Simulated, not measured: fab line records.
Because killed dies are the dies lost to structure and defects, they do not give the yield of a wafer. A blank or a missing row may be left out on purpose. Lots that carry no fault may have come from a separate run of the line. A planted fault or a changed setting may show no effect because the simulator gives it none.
What tool caused it? | flow gf180mcu | 24 lots with 72 wafers sampled at 5 steps, on a route of 602 steps

== WHAT THE GAUGES SHOWED, per wafer ==
GF_V4_CD_MEAS_14 targets a cd of 260 nm.
lot  | measured     | on        | cd_nm (nm)
L074 | day 24 09:11 | cd_sem-01 | 257.8 258.1 258.2
L075 | day 25 01:56 | cd_sem-01 | 256.6 258.5 257.1
L076 | day 25 03:41 | cd_sem-01 | 257.6 257.4 258.1
L078 | day 25 19:28 | cd_sem-02 | 259.8 258.7 258.4
L077 | day 25 22:52 | cd_sem-02 | 259.7 260.7 260.8
L079 | day 26 04:32 | cd_sem-02 | 260.2 259.5 258.3
L080 | day 26 17:02 | cd_sem-01 | 262.2 260.6 261.3
L081 | day 27 03:04 | cd_sem-01 | 261.5 261.6 261.1
L083 | day 27 10:25 | cd_sem-01 | 260.8 259.8 261.7
L082 | day 27 12:53 | cd_sem-01 | 257.5 259.3 258.3
L084 | day 27 21:25 | cd_sem-02 | 261.4 261.2 260.9
L085 | day 28 03:37 | cd_sem-02 | 259.9 260.7 260.8
L086 | day 28 07:01 | cd_sem-02 | 259.4 259.6 259.9
L087 | day 28 14:22 | cd_sem-02 | 259.4 258.6 258.9
L088 | day 28 19:46 | cd_sem-01 | 260.8 260.5 261.0
L089 | day 29 01:04 | cd_sem-01 | 259.9 259.3 260.4
L090 | day 29 05:25 | cd_sem-01 | 258.4 257.0 257.8
L091 | day 29 12:05 | cd_sem-02 | 260.5 259.5 262.2
L092 | day 30 00:06 | cd_sem-02 | 261.4 259.5 260.6
L093 | day 30 00:51 | cd_sem-01 | 259.8 259.3 260.1
L094 | day 30 09:46 | cd_sem-01 | 260.2 260.3 259.9
L095 | day 30 16:45 | cd_sem-02 | 259.0 259.1 258.7
L096 | day 30 22:22 | cd_sem-01 | 261.9 263.5 262.9
L097 | day 31 09:07 | cd_sem-02 | 257.1 256.9 259.7

GF_M5_OVL_MEAS_08.
lot  | measured     | on         | M5_OVL (nm)
L074 | day 26 06:38 | overlay-02 | 9 10 -5
L075 | day 26 22:03 | overlay-01 | 7 4 10
L076 | day 27 00:13 | overlay-02 | 5 -3 0
L078 | day 27 15:20 | overlay-01 | 3 -7 3
L077 | day 27 18:14 | overlay-01 | 0 6 6
L079 | day 28 00:38 | overlay-01 | 7 -1 3
L080 | day 28 11:38 | overlay-01 | -2 -2 -3
L081 | day 28 21:38 | overlay-01 | -4 -6 -5
L083 | day 29 03:59 | overlay-02 | 0 1 -6
L082 | day 29 05:35 | overlay-02 | 3 8 10
L084 | day 29 14:26 | overlay-01 | -3 0 3
L085 | day 29 19:59 | overlay-01 | -7 2 3
L086 | day 29 23:47 | overlay-02 | 0 2 6
L087 | day 30 05:59 | overlay-02 | -2 0 5
L088 | day 30 12:14 | overlay-02 | 5 0 1
L089 | day 30 17:02 | overlay-02 | -2 -2 -4
L090 | day 30 20:56 | overlay-02 | -3 -4 -3
L091 | day 31 03:11 | overlay-01 | 12 6 7
L092 | day 31 14:48 | overlay-01 | -1 2 -8
L093 | day 31 16:00 | overlay-01 | 4 2 -4
L094 | day 31 23:47 | overlay-01 | 8 4 1
L095 | day 32 05:35 | overlay-01 | -3 8 5
L096 | day 32 10:46 | overlay-01 | 5 0 -2
L097 | day 32 20:41 | overlay-01 | 7 8 6

GF_V5_THK_MEAS_25: measures by xrf.
lot  | measured     | on            | V5_W_THK (nm)
L074 | day 27 05:52 | film_metro-01 | 350 343 344
L075 | day 27 20:58 | film_metro-04 | 341 345 351
L076 | day 28 00:02 | film_metro-01 | 347 354 344
L078 | day 28 13:34 | film_metro-02 | 352 352 353
L077 | day 28 16:11 | film_metro-04 | 338 346 342
L079 | day 28 22:26 | film_metro-01 | 349 347 348
L080 | day 29 09:12 | film_metro-01 | 353 346 349
L081 | day 29 18:56 | film_metro-02 | 348 354 349
L083 | day 30 01:11 | film_metro-02 | 352 345 344
L082 | day 30 02:44 | film_metro-04 | 343 349 349
L084 | day 30 11:39 | film_metro-01 | 349 343 354
L085 | day 30 16:55 | film_metro-02 | 348 345 348
L086 | day 30 21:01 | film_metro-02 | 356 349 361
L087 | day 31 02:24 | film_metro-01 | 350 346 347
L088 | day 31 09:05 | film_metro-01 | 360 361 358
L089 | day 31 13:11 | film_metro-01 | 351 348 351
L090 | day 31 17:45 | film_metro-02 | 346 350 343
L091 | day 31 23:34 | film_metro-02 | 346 351 344
L092 | day 32 10:37 | film_metro-01 | 342 349 340
L093 | day 32 11:28 | film_metro-02 | 352 353 360
L094 | day 32 19:48 | film_metro-01 | 349 349 350
L095 | day 33 00:48 | film_metro-04 | 354 352 351
L096 | day 33 05:29 | film_metro-02 | 350 349 347
L097 | day 33 14:38 | film_metro-02 | 356 351 357

== WHICH TOOL RAN EACH LOT (tool, then ch and the chambers of the sampled wafers, then the start) ==
lot  | GF_M3_SPUTTER_04             | GF_MIM_SPUTTER_07
L074 | pvd_sputter-02, day 20 09:38 | pvd_sputter-01, day 24 10:59
L075 | pvd_sputter-02, day 21 03:15 | pvd_sputter-04, day 25 03:43
L076 | pvd_sputter-02, day 21 04:53 | pvd_sputter-04, day 25 05:31
L078 | pvd_sputter-02, day 21 23:12 | pvd_sputter-02, day 25 21:19
L077 | pvd_sputter-01, day 22 01:16 | pvd_sputter-02, day 26 00:41
L079 | pvd_sputter-01, day 22 08:53 | pvd_sputter-04, day 26 06:38
L080 | pvd_sputter-04, day 22 22:19 | pvd_sputter-04, day 26 18:52
L081 | pvd_sputter-01, day 23 08:54 | pvd_sputter-02, day 27 04:54
L083 | pvd_sputter-01, day 23 16:28 | pvd_sputter-02, day 27 12:16
L082 | pvd_sputter-01, day 23 19:56 | pvd_sputter-02, day 27 14:44
L084 | pvd_sputter-01, day 24 05:13 | pvd_sputter-01, day 27 23:17
L085 | pvd_sputter-04, day 24 11:48 | pvd_sputter-02, day 28 05:32
L086 | pvd_sputter-01, day 24 14:25 | pvd_sputter-01, day 28 09:00
L087 | pvd_sputter-01, day 24 23:16 | pvd_sputter-01, day 28 16:11
L088 | pvd_sputter-04, day 25 04:58 | pvd_sputter-01, day 28 21:39
L089 | pvd_sputter-04, day 25 11:36 | pvd_sputter-01, day 29 02:54
L090 | pvd_sputter-01, day 25 15:55 | pvd_sputter-01, day 29 07:14
L091 | pvd_sputter-04, day 25 23:20 | pvd_sputter-02, day 29 13:55
L092 | pvd_sputter-02, day 26 11:44 | pvd_sputter-02, day 30 01:59
L093 | pvd_sputter-02, day 26 14:07 | pvd_sputter-02, day 30 02:38
L094 | pvd_sputter-02, day 26 23:37 | pvd_sputter-01, day 30 11:41
L095 | pvd_sputter-04, day 27 06:41 | pvd_sputter-01, day 30 18:58
L096 | pvd_sputter-04, day 27 12:50 | pvd_sputter-01, day 31 00:16
L097 | pvd_sputter-04, day 28 01:13 | pvd_sputter-02, day 31 11:05
- GF_M3_SPUTTER_04: material TiN, target thk 50 nm, time 41.7 s.
- GF_MIM_SPUTTER_07: material TiN, target thk 60 nm, time 50 s.

== AS READ BY THE TOOLS THEMSELVES (means over the sampled wafers that have a number; for cases with no such wafer, the mark the record gives instead) ==
GF_M3_SPUTTER_04.
lot  | tool           | throttle_valve_pct (%)
L074 | pvd_sputter-02 | 29.4
L075 | pvd_sputter-02 | 28.7
L076 | pvd_sputter-02 | 28.7
L078 | pvd_sputter-02 | 29.5
L077 | pvd_sputter-01 | 29.2
L079 | pvd_sputter-01 | 30.3
L080 | pvd_sputter-04 | 30.1
L081 | pvd_sputter-01 | 29.8
L083 | pvd_sputter-01 | 30.8
L082 | pvd_sputter-01 | 29.7
L084 | pvd_sputter-01 | 29.8
L085 | pvd_sputter-04 | 30.5
L086 | pvd_sputter-01 | 30.5
L087 | pvd_sputter-01 | 30.4
L088 | pvd_sputter-04 | 31.6
L089 | pvd_sputter-04 | 29.7
L090 | pvd_sputter-01 | 29.3
L091 | pvd_sputter-04 | 31.1
L092 | pvd_sputter-02 | 29.0
L093 | pvd_sputter-02 | 29.8
L094 | pvd_sputter-02 | 29.2
L095 | pvd_sputter-04 | 30.3
L096 | pvd_sputter-04 | 30.2
L097 | pvd_sputter-04 | 30.0

GF_MIM_SPUTTER_07.
lot  | tool           | throttle_valve_pct (%)
L074 | pvd_sputter-01 | 29.8
L075 | pvd_sputter-04 | 30.0
L076 | pvd_sputter-04 | 30.5
L078 | pvd_sputter-02 | 28.8
L077 | pvd_sputter-02 | 29.5
L079 | pvd_sputter-04 | 31.0
L080 | pvd_sputter-04 | 30.3
L081 | pvd_sputter-02 | 29.0
L083 | pvd_sputter-02 | 29.7
L082 | pvd_sputter-02 | 29.1
L084 | pvd_sputter-01 | 29.8
L085 | pvd_sputter-02 | 29.7
L086 | pvd_sputter-01 | 29.3
L087 | pvd_sputter-01 | 29.9
L088 | pvd_sputter-01 | 29.2
L089 | pvd_sputter-01 | 29.8
L090 | pvd_sputter-01 | 31.3
L091 | pvd_sputter-02 | 29.2
L092 | pvd_sputter-02 | 29.5
L093 | pvd_sputter-02 | 29.8
L094 | pvd_sputter-01 | 29.9
L095 | pvd_sputter-01 | 30.4
L096 | pvd_sputter-01 | 29.1
L097 | pvd_sputter-02 | 28.9

== THE ANSWER, worked out from the rows above alone ==
Rule: the lots themselves supply what counts as usual. The widest of any qualifying gaps counts: lots, ordered by their means at a reading, are off when they make up no more than a third of the lots, leave a main group of 4 or more, and stand apart from it by 3 or more times the standard deviation of that group's means. The tables above print the reading to a certain number of digits; a main group whose means all agree to those digits is not used. A lot without any number at a reading at which 4 lots or more have one is off too. The other lots that the step has rows for count as sound. The gauges are gone through in route order, then the tools' own readings, and for those a lot's mean is taken as printed above. The first step at which some lot is off is used, and at that step the reading that is off furthest; a lot without a number counts as furthest.
Nothing can be told from this: no lot is off at any reading shown.

== WHAT WAS PUT IN BY THE SIMULATOR ==
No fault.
